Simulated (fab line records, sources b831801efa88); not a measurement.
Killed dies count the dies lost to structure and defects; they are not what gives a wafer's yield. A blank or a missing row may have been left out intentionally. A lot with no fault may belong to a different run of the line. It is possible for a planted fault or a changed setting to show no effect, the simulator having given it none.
Which tool is to blame? | flow sky130 | Sampling: 11 lots, 33 wafers, 7 of 708 route steps

## WHAT THE GAUGES SHOWED, per wafer
SKY_POLY_GATE_CD_MEAS_22. Usual: 149 nm for cd-nm, sd 3.3.
lot  | measured     | on        | cd-nm (nm)  | flag
L631 | day 17 10:16 | cd-sem-02 | 147 148 149 |
L632 | day 17 12:41 | cd-sem-02 | 152 149 152 |
L633 | day 18 11:35 | cd-sem-01 | 148 147 152 |
L634 | day 18 12:44 | cd-sem-01 | 152 152 146 |
L639 | day 19 22:59 | cd-sem-01 | 154 150 158 |
L640 | day 20 08:20 | cd-sem-02 | 150 149 147 |
L643 | day 21 10:45 | cd-sem-02 | 147 151 151 |
L644 | day 21 18:58 | cd-sem-01 | 149 149 149 |
L645 | day 22 19:38 | cd-sem-02 | 153 143 151 |
L649 | day 23 20:36 | cd-sem-02 | 152 146 149 |
L651 | day 24 06:34 | cd-sem-02 | 150 151 153 |

SKY_LDD_P_TW_MEAS_11. Usual: LDD_P_TW 632, standard deviation 5.8.
lot  | measured     | on            | LDD_P_TW    | flag
L631 | day 20 00:47 | film-metro-01 | 633 633 632 |
L632 | day 20 03:38 | film-metro-04 | 628 630 626 |
L633 | day 21 02:23 | film-metro-02 | 636 640 637 |
L634 | day 21 03:09 | film-metro-04 | 623 624 630 |
L639 | day 22 13:14 | film-metro-02 | 638 639 634 |
L640 | day 22 21:30 | film-metro-04 | 628 623 628 |
L643 | day 24 01:22 | film-metro-04 | 628 631 630 |
L644 | day 24 07:38 | film-metro-01 | 637 637 635 |
L645 | day 25 09:02 | film-metro-04 | 619 623 622 |
L649 | day 26 08:19 | film-metro-01 | 633 634 634 |
L651 | day 26 17:59 | film-metro-02 | 635 639 640 |

SKY_SD_P_CD_MEAS_07: the cd target is 380 nm. Usual: 380.0 nm for cd-nm, sd 2.8.
lot  | measured     | on        | cd-nm (nm)        | flag
L631 | day 26 08:23 | cd-sem-02 | 379.9 383.4 381.7 |
L632 | day 26 12:15 | cd-sem-02 | 384.2 381.6 383.4 |
L633 | day 27 07:53 | cd-sem-01 | 378.1 379.0 379.4 |
L634 | day 27 10:04 | cd-sem-01 | 383.8 384.4 383.4 |
L639 | day 28 16:44 | cd-sem-01 | 375.8 375.8 376.4 |
L640 | day 29 03:41 | cd-sem-01 | 381.0 378.8 379.7 |
L643 | day 30 05:07 | cd-sem-01 | 387.6 384.6 387.8 |
L644 | day 30 08:13 | cd-sem-02 | 381.1 378.6 381.8 |
L645 | day 31 10:56 | cd-sem-01 | 379.9 375.9 378.3 |
L649 | day 32 06:58 | cd-sem-02 | 378.9 377.6 379.0 |
L651 | day 32 17:47 | cd-sem-02 | 378.1 377.8 378.8 |

SKY_SD_P_TW_MEAS_11. Usual: SD_P_TW 2814, standard deviation 26.
lot  | measured     | on            | SD_P_TW        | flag
L631 | day 26 08:47 | film-metro-04 | 2768 2768 2767 |
L632 | day 26 12:39 | film-metro-03 | 2802 2806 2809 |
L633 | day 27 08:17 | film-metro-02 | 2831 2840 2836 |
L634 | day 27 10:28 | film-metro-02 | 2829 2835 2843 |
L639 | day 28 17:08 | film-metro-02 | 2835 2844 2837 |
L640 | day 29 04:04 | film-metro-04 | 2784 2781 2794 |
L643 | day 30 05:29 | film-metro-02 | 2819 2811 2814 |
L644 | day 30 08:37 | film-metro-04 | 2920 2912 2948 | OFF
L645 | day 31 11:20 | film-metro-03 | 2975 2969 2977 | OFF
L649 | day 32 07:22 | film-metro-02 | 2836 2827 2835 |
L651 | day 32 18:11 | film-metro-02 | 2830 2836 2833 |

SKY_SD_N_RS_MEAS_17: measures by four-point-probe. Usual: SD_P_RS 147.1 ohm/sq, standard deviation 0.38.
lot  | measured     | on            | SD_P_RS (ohm/sq)  | flag
L631 | day 28 19:56 | film-metro-02 | 147.1 147.4 147.7 |
L632 | day 28 23:36 | film-metro-04 | 146.8 146.9 147.1 |
L633 | day 29 18:00 | film-metro-03 | 147.0 146.5 147.1 |
L634 | day 29 19:13 | film-metro-02 | 146.7 147.1 147.1 |
L639 | day 31 01:17 | film-metro-03 | 146.5 145.9 146.5 |
L640 | day 31 13:23 | film-metro-02 | 146.8 146.6 146.4 |
L643 | day 32 13:39 | film-metro-03 | 147.5 147.4 147.4 |
L644 | day 32 16:46 | film-metro-03 | 132.4 133.2 132.4 | OFF
L645 | day 33 17:41 | film-metro-02 | 132.5 132.4 133.1 | OFF
L649 | day 34 13:02 | film-metro-03 | 147.3 147.1 147.0 |
L651 | day 35 00:04 | film-metro-03 | 147.1 146.9 147.3 |

## TOOL THAT RAN EACH LOT (tool first, then ch and the chambers of the sampled wafers, then the start)
lot  | SKY_SD_P_IMPLANT_09             | SKY_SD_P_STRIP_10
L631 | implanter-04 ch 0, day 26 08:32 | plasma-asher-01 ch 0,1, day 26 08:41
L632 | implanter-03 ch 0, day 26 12:24 | plasma-asher-01 ch 0,1, day 26 12:33
L633 | implanter-01 ch 0, day 27 08:02 | plasma-asher-01 ch 0,1, day 27 08:11
L634 | implanter-01 ch 0, day 27 10:14 | plasma-asher-01 ch 0,1, day 27 10:21
L639 | implanter-04 ch 0, day 28 16:53 | plasma-asher-03 ch 0,1, day 28 17:02
L640 | implanter-04 ch 0, day 29 03:51 | plasma-asher-01 ch 0,1, day 29 03:59
L643 | implanter-03 ch 0, day 30 05:17 | plasma-asher-02 ch 0,1, day 30 05:23
L644 | implanter-04 ch 0, day 30 08:23 | plasma-asher-03 ch 0,1, day 30 08:30
L645 | implanter-04 ch 0, day 31 11:05 | plasma-asher-02 ch 0,1, day 31 11:13
L649 | implanter-01 ch 0, day 32 07:07 | plasma-asher-02 ch 0,1, day 32 07:16
L651 | implanter-01 ch 0, day 32 17:57 | plasma-asher-02 ch 0,1, day 32 18:04
- SKY_SD_P_IMPLANT_09
- SKY_SD_P_STRIP_10: strips in O2/N2.

## AS READ BY THE TOOLS THEMSELVES (means over the sampled wafers that have a number; for cases with no such wafer, the mark the record gives instead)
SKY_SD_P_IMPLANT_09. Usual: beam-energy-keV 20.001, standard deviation 0.0066; beam-on-s 14.2 s, standard deviation 1.8.
lot  | tool         | beam-energy-keV | beam-on-s (s) | flag
L631 | implanter-04 | 19.997          | 16.4          |
L632 | implanter-03 | 20.008          | 12.6          |
L633 | implanter-01 | 19.992          | 12.9          |
L634 | implanter-01 | 19.992          | 12.7          |
L639 | implanter-04 | 19.993          | 16.7          |
L640 | implanter-04 | 20.001          | 16.8          |
L643 | implanter-03 | 20.001          | 12.7          |
L644 | implanter-04 | 24.878          | 16.3          | OFF
L645 | implanter-04 | 24.886          | 16.7          | OFF
L649 | implanter-01 | 19.992          | 12.8          |
L651 | implanter-01 | 20.000          | 12.9          |

SKY_SD_P_STRIP_10. Usual: drypump-motor-current-A 5.53 A, standard deviation 0.22; oes-product-au 0.618 a.u., standard deviation 0.0043; strip-time-to-endpoint-s 17.50 s, standard deviation 0.042.
lot  | tool            | drypump-motor-current-A (A) | oes-product-au (a.u.) | strip-time-to-endpoint-s (s) | flag
L631 | plasma-asher-01 | 5.47                        | 0.622                 | 17.54                        |
L632 | plasma-asher-01 | 5.48                        | 0.618                 | 17.56                        |
L633 | plasma-asher-01 | 5.47                        | 0.617                 | 17.51                        |
L634 | plasma-asher-01 | 5.51                        | 0.615                 | 17.54                        |
L639 | plasma-asher-03 | 5.45                        | 0.620                 | 17.46                        |
L640 | plasma-asher-01 | 5.50                        | 0.617                 | 17.50                        |
L643 | plasma-asher-02 | 5.48                        | 0.619                 | 17.46                        |
L644 | plasma-asher-03 | 5.45                        | 0.603                 | 18.19                        | OFF
L645 | plasma-asher-02 | 5.49                        | 0.604                 | 18.23                        | OFF
L649 | plasma-asher-02 | 5.60                        | 0.615                 | 17.55                        |
L651 | plasma-asher-02 | 5.59                        | 0.621                 | 17.53                        |

## THE ANSWER, worked out from the rows above alone
Rule: take the mean of a lot's wafers that have a number; if it is more than 3 standard deviations from the usual mean, the lot is off. A lot without any number at a reading at which 4 lots or more have one is off too. Any other lot the step has rows for is counted as sound. Order of review: gauges by route order, followed by the tools' own readings, for which a lot's mean as printed above is used. At the first step where some lot is off, the reading lying furthest off is the one used; lots without a number count as furthest.
Off: at SKY_SD_P_TW_MEAS_11 (SD_P_TW), L644, L645.
If a tool, at a process step before that reading, ran all the lots that are off and no sound lot after the first of them, it fits. The gauges at SKY_SD_P_TW_MEAS_11 aren't tried: what is off there is off at SKY_SD_P_IMPLANT_09 too, on other tools, and a gauge's error can't cause that. One fits: SKY_SD_P_IMPLANT_09 on implanter-04. A fault onset in the window from L640 (day 29 03:51, its last sound lot) to L644 (day 30 08:23, its first lot off) fits.
The tool's own readings at SKY_SD_P_IMPLANT_09 bear it out: on the lots that are off they differ by more than 5 times the standard deviation of the sound lots' means. beam-energy-keV reads 24.882 there against 19.997 on the sound lots.

## WHAT THE SIMULATOR PUT IN
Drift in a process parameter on implanter-04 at SKY_SD_P_IMPLANT_09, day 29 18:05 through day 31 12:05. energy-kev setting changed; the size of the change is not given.
Lots struck among those shown: L644, L645. The rule above found the same.
